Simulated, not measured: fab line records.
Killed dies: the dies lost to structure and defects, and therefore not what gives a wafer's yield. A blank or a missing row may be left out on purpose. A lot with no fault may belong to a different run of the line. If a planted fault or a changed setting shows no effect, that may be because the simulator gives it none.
Struck lot and sound lot, side by side / flow sky130 / 16 steps out of a route of 708
Sound: the wafers L926.1, L926.2, L926.4. Wafers L929.1, L929.2, L929.4 were the ones struck. At the end, the cause is stated.
Each step with rows lists, per side, the tool, then ch with its chambers, then its first start. Under that, the readings that differ: sound wafers / struck wafers / difference of the means / sigmas: that difference in standard deviations of wafers without a fault.
alike: readings with means less than 2 such deviations apart, plus words and numbers identical on both sides. not compared: withheld readings, readings lacking a value on some wafer, bounds such as >300 that could conceal the same value, and numbers that have no deviation in the record and whose values overlap.
Wherever a step has rows on one side only, a row that says differs or no value, or a row with sigmas, the two part there. When numbers do not overlap yet have no deviation, they are printed without sigmas and do not part them. A reading that every wafer of one side lacks parts them only if that side has two wafers or more.

first, 5 steps without rows for these wafers: SKY_SONOS_TUNNEL_COAT_02 (resist thk 1140 nm); SKY_SONOS_TUNNEL_SOFTBAKE_03 (time 60 s); SKY_SONOS_TUNNEL_EXPOSE_04 (exposes mask TUNM, target cd 410 nm); SKY_SONOS_TUNNEL_PEB_05; SKY_SONOS_TUNNEL_DEVELOP_06 (develop time 60 s).
SKY_SONOS_TUNNEL_CD_MEAS_07 targets a cd of 410 nm.
  sound on cd-sem-01, day 12 20:04; struck on cd-sem-02, day 14 00:37
  alike: cd-nm
SKY_SONOS_TUNNEL_OVL_MEAS_08:
  sound on overlay-02, day 12 20:11; struck on overlay-02, day 14 00:44
  alike: SONOS_TUNNEL_OVL
then, 3 steps without rows for these wafers: SKY_SONOS_TUNNEL_IMPLANT_09; SKY_SONOS_TUNNEL_WET_ETCH_10 (etches SiO2 in dHF, target depth 14 nm, time 280 s); SKY_SONOS_TUNNEL_STRIP_11 (strips in SPM, time 600 s).
SKY_SONOS_TUNNEL_TW_MEAS_12:
  sound on film-metro-01, day 12 20:40; struck on film-metro-01, day 14 01:11
  alike: SONOS_TUNNEL_TW
then, 1 step without rows for these wafers: SKY_SONOS_TUNNEL_CLEAN_13 (cleans in dHF, time 20 s).
SKY_SONOS_ONO_OXIDATION_00: stabilise 600 s, purge 300 s, target thk 2.6 nm.
  sound on furnace-01 ch 0, day 12 20:45; struck on furnace-01 ch 0, day 14 01:16
reading=model.SiO2_of_SONOS_ONO_OXIDATION_00.thk-nm (nm); sound=2.623 2.586 2.586; struck=2.217 2.172 2.193; difference=-0.404; sigmas=
SKY_SONOS_ONO_THK_MEAS_01:
  sound on film-metro-02, day 12 22:06; struck on film-metro-02, day 14 02:37
reading=SONOS_ONO_OXIDATION_THK (nm); sound=2.67 2.59 2.60; struck=2.22 2.22 2.20; difference=-0.41; sigmas=-7
then, 1 step without rows for these wafers: SKY_SONOS_ONO_CVD_02 (deposits Si3N4 from DCS/NH3, target thk 10.5 nm, time 180 s).
-- record jumps: 34 days separate the struck wafers' starts on either side; left off in module SONOS_ONO, taken up again in module PAD_OPEN, whose first shown step is the route's number 708 --
SKY_PAD_OPEN_PROBE_99:
  sound on prober-02, day 47 00:16; struck on prober-01, day 47 22:23
reading=model.etest.sonos-erased.drive-ua-um; sound=154.8 177.4 188.5; struck=196 213.5 220.3; difference=+36; sigmas=
reading=model.etest.cap-ono.gate-log10-a-cm2; sound=-8.066 -8.087 -8.102; struck=-7.571 -7.585 -7.631; difference=+0.489; sigmas=
reading=model.etest.cap-ono.gate-bv-v (V); sound=16.94 16.57 16.5; struck=16.25 16 16.34; difference=-0.47; sigmas=
reading=model.etest.cap-ono.tox-acc-nm (nm); sound=12.93 13.05 12.96; struck=12.58 12.58 12.61; difference=-0.39; sigmas=
reading=model.etest.sonos-erased.vt-v (V); sound=-2.206 -2.23 -2.267; struck=-2.469 -2.48 -2.478; difference=-0.241; sigmas=
reading=model.etest.sonos-baked.vt-less-v (V); sound=-0.4893 -0.4194 -0.5023; struck=-0.5944 -0.6091 -0.6391; difference=-0.1439; sigmas=
  alike: killed_at_M0_to_M3, killed_at_M4_up, killed-at-contacts, killed-at-front-end, killed-at-other, killed-dies, killed-open, killed-short

## WHERE THEY PART
Only at SKY_SONOS_ONO_THK_MEAS_01, as far as this record shows. Later steps at which nothing parts them and some readings are alike: SKY_PAD_OPEN_PROBE_99.

WHY: what had been put in by the simulator
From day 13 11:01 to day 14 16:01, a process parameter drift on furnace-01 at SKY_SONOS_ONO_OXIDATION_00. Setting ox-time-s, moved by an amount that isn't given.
